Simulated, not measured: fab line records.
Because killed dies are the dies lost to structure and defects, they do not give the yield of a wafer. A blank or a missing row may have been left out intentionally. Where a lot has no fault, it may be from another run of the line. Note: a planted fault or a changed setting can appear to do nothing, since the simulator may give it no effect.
fab line records ; flow gf180mcu
record lots=13; wafers=39; last_day=34
route steps=602 shown VT_IMPLANT@122 HV_LDD@217 SALICIDE@280 V1@336
lots that met no fault: from a run of the same line without faults
start_h: the number of hours between the record's first day and the start of the first shown wafer of the lot ; wait_h: hours since the lot's step before ; " identical to the entry in the row above ; L1.1+2: one row covering several wafers at once ; - no value present, or no start provided ; * or withheld: withheld ; < > ~ a bound
route shown NAME@n: names a module that has steps shown in the file, with the first one's number in the route ; usual: mean/standard deviation taken from wafers without a fault ; same: alike in all rows ; chamber/n: place in a boat ; sites: readings site by site ; _std_site: the values' standard deviation ; _edge_site: inner sites' mean taken away from outer sites' mean ; radius_mm: for every site, how far away it sits from the centre of the wafer ; mask NAME#n: copy n ; behind: the tool/chamber that last shaped the wafer ; hold: why the lot was held/for how many hours/how that ended ; device: which transistor (n, p or np) failed to switch ; end of line: the same wafers' tests at the end of the route ; for a step that has no rows: nothing shown but its recipe ; killed: at the first sort, the dies lost to defects and structure; wafer yield is something else ; map: per-die view of a wafer (x killed, . not killed, _ where there is no die)
set.NAME: the run value of the setting; set.NAME@STEP: its run value at that earlier step ; model.NAME: the simulator's own value behind a step, which no gauge read
the route's steps for a sample of lots (tables are steps, rows are wafers)
services: from which hour (start_h, from the record's first day; less than 0 if before it) a tool's chamber was out of use, for how many hours, and why
## steps
# step GF_VT_IMPLANT_TW_MEAS_32
# usual VT_IMPLANT_3_TW=270.0/2.2
lot.wafer;tool;chamber;start_h;wait_h;VT_IMPLANT_3_TW
L521.3;film_metro-01;-;172.39;0.1;271.9
L521.4;film_metro-01;-;172.39;0.1;272.7
L521.5;film_metro-01;-;172.39;0.1;270.8
L522.1;film_metro-02;-;172.67;0.1;270.4
L522.4;film_metro-02;-;172.67;0.1;270.8
L522.6;film_metro-02;-;172.67;0.1;273.0
L524.2;film_metro-04;-;186.28;0.1;268.2
L524.3;film_metro-04;-;186.28;0.1;268.7
L524.6;film_metro-04;-;186.28;0.1;268.0
L527.1;film_metro-01;-;196.68;0.1;270.4
L527.3;film_metro-01;-;196.68;0.1;271.0
L527.6;film_metro-01;-;196.68;0.1;270.0
L526.1;film_metro-04;-;199.03;0.1;267.5
L526.2;film_metro-04;-;199.03;0.1;266.9
L526.5;film_metro-04;-;199.03;0.1;266.9
L529.1;film_metro-04;-;207.47;0.1;268.1
L529.3;film_metro-04;-;207.47;0.1;267.6
L529.5;film_metro-04;-;207.47;0.1;268.0
L530.2;film_metro-04;-;213.29;0.1;268.2
L530.4;film_metro-04;-;213.29;0.1;268.8
L530.6;film_metro-04;-;213.29;0.1;267.4
L532.2;film_metro-04;-;225.99;0.1;267.3
L532.3;film_metro-04;-;225.99;0.1;267.9
L532.5;film_metro-04;-;225.99;0.1;267.0
L536.3;film_metro-04;-;248.84;0.1;270.0
L536.4;film_metro-04;-;248.84;0.1;266.7
L536.5;film_metro-04;-;248.84;0.1;269.8
L538.1;film_metro-01;-;261.48;0.1;272.5
L538.2;film_metro-01;-;261.48;0.1;272.9
L538.5;film_metro-01;-;261.48;0.1;270.7
L539.2;film_metro-02;-;268.74;0.1;269.6
L539.4;film_metro-02;-;268.74;0.1;270.8
L539.6;film_metro-02;-;268.74;0.1;270.5
L541.2;film_metro-02;-;279.74;0.1;272.5
L541.3;film_metro-02;-;279.74;0.1;270.8
L541.6;film_metro-02;-;279.74;0.1;269.5
L542.4;film_metro-02;-;286.11;0.1;270.4
L542.5;film_metro-02;-;286.11;0.1;269.4
L542.6;film_metro-02;-;286.11;0.1;272.1
# step GF_HV_LDD_COAT_41
# recipe resist=NOVOLAK; spin_rpm=3000; resist_thk_nm=1000
# usual spin_speed_rpm=3000.0/1.9
lot.wafer;tool;chamber;start_h;wait_h;spin_speed_rpm
L521.3;litho_track-03;0;296.24;0.1;3003.8
L521.4;litho_track-03;0;296.24;0.1;3003.1
L521.5;litho_track-03;0;296.24;0.1;3002.2
L522.1;litho_track-02;0;297.59;0.1;2997.0
L522.4;litho_track-02;0;297.59;0.1;3002.4
L522.6;litho_track-02;0;297.59;0.1;2998.6
L524.2;litho_track-01;0;313.91;0.1;3000.4
L524.3;litho_track-01;0;313.91;0.1;3000.1
L524.6;litho_track-01;0;313.91;0.1;2999.3
L527.1;litho_track-01;0;325.74;0.1;2998.3
L527.3;litho_track-01;0;325.74;0.1;2998.9
L527.6;litho_track-01;0;325.74;0.1;3000.5
L526.1;litho_track-01;0;330.39;0.1;3000.1
L526.2;litho_track-01;0;330.39;0.1;3001.1
L526.5;litho_track-01;0;330.39;0.1;2999.6
L529.1;litho_track-01;0;340.14;0.1;2996.0
L529.3;litho_track-01;0;340.14;0.1;2998.6
L529.5;litho_track-01;0;340.14;0.1;2998.7
L530.2;litho_track-03;0;348.02;0.1;2997.2
L530.4;litho_track-03;0;348.02;0.1;2998.9
L530.6;litho_track-03;0;348.02;0.1;3000.6
L532.2;litho_track-02;0;366.21;0.1;3000.2
L532.3;litho_track-02;0;366.21;0.1;2998.1
L532.5;litho_track-02;0;366.21;0.1;3000.3
L536.3;litho_track-01;0;397.78;0.1;3000.1
L536.4;litho_track-01;0;397.78;0.1;3000.4
L536.5;litho_track-01;0;397.78;0.1;3000.7
L538.1;litho_track-01;0;409.58;0.1;3000.2
L538.2;litho_track-01;0;409.58;0.1;2997.3
L538.5;litho_track-01;0;409.58;0.1;2997.6
L539.2;litho_track-02;0;421.26;0.1;3340.4
L539.4;litho_track-02;0;421.26;0.1;3339.8
L539.6;litho_track-02;0;421.26;0.1;3336.9
L541.2;litho_track-02;0;433.21;0.1;3342.1
L541.3;litho_track-02;0;433.21;0.1;3341.0
L541.6;litho_track-02;0;433.21;0.1;3338.8
L542.4;litho_track-01;0;439.01;0.1;2999.0
L542.5;litho_track-01;0;439.01;0.1;3000.5
L542.6;litho_track-01;0;439.01;0.1;2998.7
# step GF_HV_LDD_STRIP_49
# recipe chemistry=O2/N2; power_w=1400; pressure_mtorr=1500; platen_temp_c=250; o2_flow_sccm=3000; n2_flow_sccm=300; overash_fraction=0.5
# usual drypump_motor_current_A=5.6/0.32; heater_power_w=329/37; n2_flow_sccm=300.1/0.93; o2_flow_sccm=3000/7.9; oes_product_au=0.716/0.0046; strip_time_to_endpoint_s=12.63/0.036
lot.wafer;tool;chamber;start_h;wait_h;drypump_motor_current_A;heater_power_w;n2_flow_sccm;o2_flow_sccm;oes_product_au;rf_hours_counter_h;strip_time_to_endpoint_s
L521.3;plasma_asher-02;1;306.03;0.1;5.3;330;300.2;2996;0.710;-;12.63
L521.4;plasma_asher-02;0;306.03;0.1;5.5;298;300.6;2988;0.711;-;12.64
L521.5;plasma_asher-02;0;306.03;0.1;5.5;297;300.2;2997;0.713;-;12.65
L522.1;plasma_asher-02;0;307.25;0.1;5.5;300;300.7;3007;0.717;67;12.60
L522.4;plasma_asher-02;0;307.25;0.1;5.5;304;299.4;3004;0.710;-;12.58
L522.6;plasma_asher-02;1;307.25;0.1;5.3;331;300.8;3001;0.710;-;12.57
L524.2;plasma_asher-04;0;324.64;0.1;5.4;396;300.0;3010;0.715;53;12.67
L524.3;plasma_asher-04;0;324.64;0.1;5.4;400;298.3;2997;0.719;-;12.67
L524.6;plasma_asher-04;1;324.64;0.1;6.2;308;299.7;2993;0.715;-;12.67
L527.1;plasma_asher-02;0;336.34;0.1;5.5;300;300.7;2993;0.714;69;12.65
L527.3;plasma_asher-02;0;336.34;0.1;5.5;296;300.4;2993;0.711;-;12.67
L527.6;plasma_asher-02;0;336.34;0.1;5.5;299;299.8;2993;0.710;-;12.64
L526.1;plasma_asher-01;1;341.94;0.1;5.7;303;300.2;2997;0.710;24;12.68
L526.2;plasma_asher-01;0;341.94;0.1;5.4;320;300.6;2992;0.715;24;12.65
L526.5;plasma_asher-01;0;341.94;0.1;5.4;312;302.4;3008;0.714;-;12.69
L529.1;plasma_asher-01;0;351.65;0.1;5.4;327;300.0;2995;0.711;26;12.66
L529.3;plasma_asher-01;0;351.65;0.1;5.4;312;300.0;2996;0.711;-;12.65
L529.5;plasma_asher-01;1;351.65;0.1;5.7;304;299.0;3005;0.719;-;12.65
L530.2;plasma_asher-04;1;359.34;0.1;6.2;306;299.9;3006;0.714;57;12.69
L530.4;plasma_asher-04;0;359.34;0.1;5.4;403;300.8;3001;0.717;-;12.67
L530.6;plasma_asher-04;1;359.34;0.1;6.2;307;298.8;3003;0.710;-;12.68
L532.2;plasma_asher-01;0;377.04;0.1;5.4;314;299.6;2991;0.717;29;12.64
L532.3;plasma_asher-01;0;377.04;0.1;5.4;317;299.1;2995;0.705;-;12.62
L532.5;plasma_asher-01;0;377.04;0.1;5.4;313;300.3;2989;0.709;-;12.63
L536.3;plasma_asher-02;0;409.62;0.1;5.6;299;301.4;2992;0.716;-;12.67
L536.4;plasma_asher-02;1;409.62;0.1;5.3;331;299.5;3002;0.717;-;12.65
L536.5;plasma_asher-02;1;409.62;0.1;5.3;331;297.6;2994;0.728;-;12.65
L538.1;plasma_asher-01;1;421.99;0.1;5.7;303;299.9;2988;0.715;34;12.62
L538.2;plasma_asher-01;0;421.99;0.1;5.4;321;300.1;3003;0.721;34;12.66
L538.5;plasma_asher-01;0;421.99;0.1;5.4;319;300.6;3003;0.717;-;12.63
L539.2;plasma_asher-04;0;434.09;0.1;5.5;386;299.9;2982;0.716;65;11.99
L539.4;plasma_asher-04;0;434.09;0.1;5.5;411;298.5;3003;0.721;-;11.99
L539.6;plasma_asher-04;1;434.09;0.1;6.2;307;299.8;3001;0.725;-;12.03
L541.2;plasma_asher-04;0;446.24;0.1;5.4;403;301.7;3011;0.717;67;12.00
L541.3;plasma_asher-04;0;446.24;0.1;5.4;406;301.2;3000;0.714;-;11.95
L541.6;plasma_asher-04;1;446.24;0.1;6.3;312;301.2;2999;0.726;-;11.96
L542.4;plasma_asher-01;0;451.38;0.1;5.4;312;301.2;2998;0.718;-;12.63
L542.5;plasma_asher-01;1;451.38;0.1;5.8;301;301.5;2995;0.718;-;12.66
L542.6;plasma_asher-01;0;451.38;0.1;5.4;320;300.6;2996;0.724;-;12.63
# step GF_SALICIDE_SPUTTER_02
# recipe material=Co; target_thk_nm=10; power_w=1000; time_s=20; chamber_pressure_pa=0.4
# usual throttle_valve_pct=30.3/1.1
lot.wafer;tool;chamber;start_h;wait_h;throttle_valve_pct
L521.3;pvd_sputter-04;-;374.32;0.0;31.2
L521.4;pvd_sputter-04;-;374.32;0.0;29.9
L521.5;pvd_sputter-04;-;374.32;0.0;31.1
L522.1;pvd_sputter-04;-;375.03;0.0;29.8
L522.4;pvd_sputter-04;-;375.03;0.0;31.2
L522.6;pvd_sputter-04;-;375.03;0.0;30.2
L524.2;pvd_sputter-04;-;393.90;0.0;31.1
L524.3;pvd_sputter-04;-;393.90;0.0;30.0
L524.6;pvd_sputter-04;-;393.90;0.0;31.4
L527.1;pvd_sputter-04;-;409.14;0.0;30.9
L527.3;pvd_sputter-04;-;409.14;0.0;30.6
L527.6;pvd_sputter-04;-;409.14;0.0;31.1
L526.1;pvd_sputter-01;-;417.93;0.0;29.3
L526.2;pvd_sputter-01;-;417.93;0.0;30.9
L526.5;pvd_sputter-01;-;417.93;0.0;29.7
L529.1;pvd_sputter-01;-;426.97;0.0;31.1
L529.3;pvd_sputter-01;-;426.97;0.0;29.2
L529.5;pvd_sputter-01;-;426.97;0.0;26.9
L530.2;pvd_sputter-04;-;433.88;0.0;30.7
L530.4;pvd_sputter-04;-;433.88;0.0;31.1
L530.6;pvd_sputter-04;-;433.88;0.0;30.1
L532.2;pvd_sputter-01;-;452.98;0.0;29.9
L532.3;pvd_sputter-01;-;452.98;0.0;30.8
L532.5;pvd_sputter-01;-;452.98;0.0;30.6
L536.3;pvd_sputter-04;-;486.21;0.0;30.0
L536.4;pvd_sputter-04;-;486.21;0.0;31.2
L536.5;pvd_sputter-04;-;486.21;0.0;29.8
L538.1;pvd_sputter-02;-;498.34;0.0;29.2
L538.2;pvd_sputter-02;-;498.34;0.0;29.7
L538.5;pvd_sputter-02;-;498.34;0.0;30.0
L539.2;pvd_sputter-04;-;510.18;0.0;29.9
L539.4;pvd_sputter-04;-;510.18;0.0;31.1
L539.6;pvd_sputter-04;-;510.18;0.0;30.4
L541.2;pvd_sputter-04;-;521.13;0.0;30.6
L541.3;pvd_sputter-04;-;521.13;0.0;31.0
L541.6;pvd_sputter-04;-;521.13;0.0;30.8
L542.4;pvd_sputter-04;-;527.35;0.0;30.7
L542.5;pvd_sputter-04;-;527.35;0.0;30.8
L542.6;pvd_sputter-04;-;527.35;0.0;29.9
# step GF_V1_THK_MEAS_01
# recipe reads=SiO2_of_V1_CVD_00
# usual V1_CVD_00_THK=603/7.1
lot.wafer;tool;chamber;start_h;wait_h;V1_CVD_00_THK[nm]
L521.3;film_metro-03;-;424.33;0.1;606
L521.4;film_metro-03;-;424.33;0.1;599
L521.5;film_metro-03;-;424.33;0.1;592
L522.1;film_metro-03;-;424.79;0.0;612
L522.4;film_metro-03;-;424.79;0.0;604
L522.6;film_metro-03;-;424.79;0.0;608
L524.2;film_metro-03;-;446.52;0.0;611
L524.3;film_metro-03;-;446.52;0.0;611
L524.6;film_metro-03;-;446.52;0.0;613
L527.1;film_metro-03;-;461.73;0.0;608
L527.3;film_metro-03;-;461.73;0.0;607
L527.6;film_metro-03;-;461.73;0.0;609
L526.1;film_metro-01;-;470.56;0.0;593
L526.2;film_metro-01;-;470.56;0.0;601
L526.5;film_metro-01;-;470.56;0.0;601
L529.1;film_metro-03;-;479.36;0.0;602
L529.3;film_metro-03;-;479.36;0.0;609
L529.5;film_metro-03;-;479.36;0.0;602
L530.2;film_metro-04;-;485.50;0.0;610
L530.4;film_metro-04;-;485.50;0.0;613
L530.6;film_metro-04;-;485.50;0.0;608
L532.2;film_metro-01;-;504.87;0.0;602
L532.3;film_metro-01;-;504.87;0.0;602
L532.5;film_metro-01;-;504.87;0.0;600
L536.3;film_metro-04;-;535.92;0.1;621
L536.4;film_metro-04;-;535.92;0.1;616
L536.5;film_metro-04;-;535.92;0.1;617
L538.1;film_metro-01;-;547.09;0.0;599
L538.2;film_metro-01;-;547.09;0.0;607
L538.5;film_metro-01;-;547.09;0.0;612
L539.2;film_metro-04;-;559.12;0.0;604
L539.4;film_metro-04;-;559.12;0.0;592
L539.6;film_metro-04;-;559.12;0.0;604
L541.2;film_metro-04;-;569.94;0.0;599
L541.3;film_metro-04;-;569.94;0.0;609
L541.6;film_metro-04;-;569.94;0.0;614
L542.4;film_metro-03;-;575.40;0.0;583
L542.5;film_metro-03;-;575.40;0.0;600
L542.6;film_metro-03;-;575.40;0.0;593
## services
tool;chamber;start_h;hours;kind
plasma_asher-02;-;313.65;1.9;repair
pvd_sputter-04;-;321.50;5.4;repair
plasma_asher-02;-;322.50;3.6;repair
pvd_sputter-02;-;360.58;2.8;repair
pvd_sputter-01;-;379.78;2.7;repair
pvd_sputter-04;-;390.91;1.1;repair
plasma_asher-02;-;421.25;9.0;pm
plasma_asher-02;0;421.25;9.0;vent_cycle
plasma_asher-02;1;421.25;9.0;vent_cycle
pvd_sputter-01;-;422.88;2.7;repair
pvd_sputter-04;-;426.54;1.9;repair
pvd_sputter-04;1;428.99;-;consumable_replace:kit
pvd_sputter-04;1;428.99;18.0;scheduled_down
pvd_sputter-04;1;428.99;18.0;vent_cycle
plasma_asher-02;0;430.25;-;clean
plasma_asher-02;1;430.25;-;clean
pvd_sputter-02;-;430.37;0.5;repair
pvd_sputter-04;-;444.66;3.8;repair
pvd_sputter-02;-;445.12;3.2;repair
plasma_asher-01;-;465.44;3.5;repair
pvd_sputter-01;0;482.55;-;consumable_replace:kit
plasma_asher-04;-;512.26;1.0;repair
plasma_asher-01;-;525.07;8.7;repair
pvd_sputter-01;-;527.12;4.0;repair
## key
first_sign step=GF_HV_LDD_COAT_41; reading=spin_speed_rpm; direction=up; sigmas=99+; usual=*; struck=*
effect step=GF_HV_LDD_STRIP_49; reading=strip_time_to_endpoint_s; direction=down; sigmas=18; usual=*; struck=*
met_at GF_HV_LDD_COAT_41
struck_lots L539,L541
tester_left_out L539,L541
not_acting_at GF_VT_IMPLANT_TW_MEAS_32,GF_SALICIDE_SPUTTER_02,GF_V1_THK_MEAS_01
onset_between 366.21 421.26
fault kind=process_parameter_drift; tool=litho_track-02; chamber=-; onset_h=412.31; steps=GF_HV_LDD_COAT_41; channel=spin_rpm; offset=*; shape=step; end_h=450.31; acts_in=*; stated=*
# tester_left_out: of these lots the tester's yield and bins aren't shown, on N5 and GAA mostly nor the transistor test; their killed dies are dies lost to structure and defects alone, not to doping, threshold or leakage, so they don't give the yield
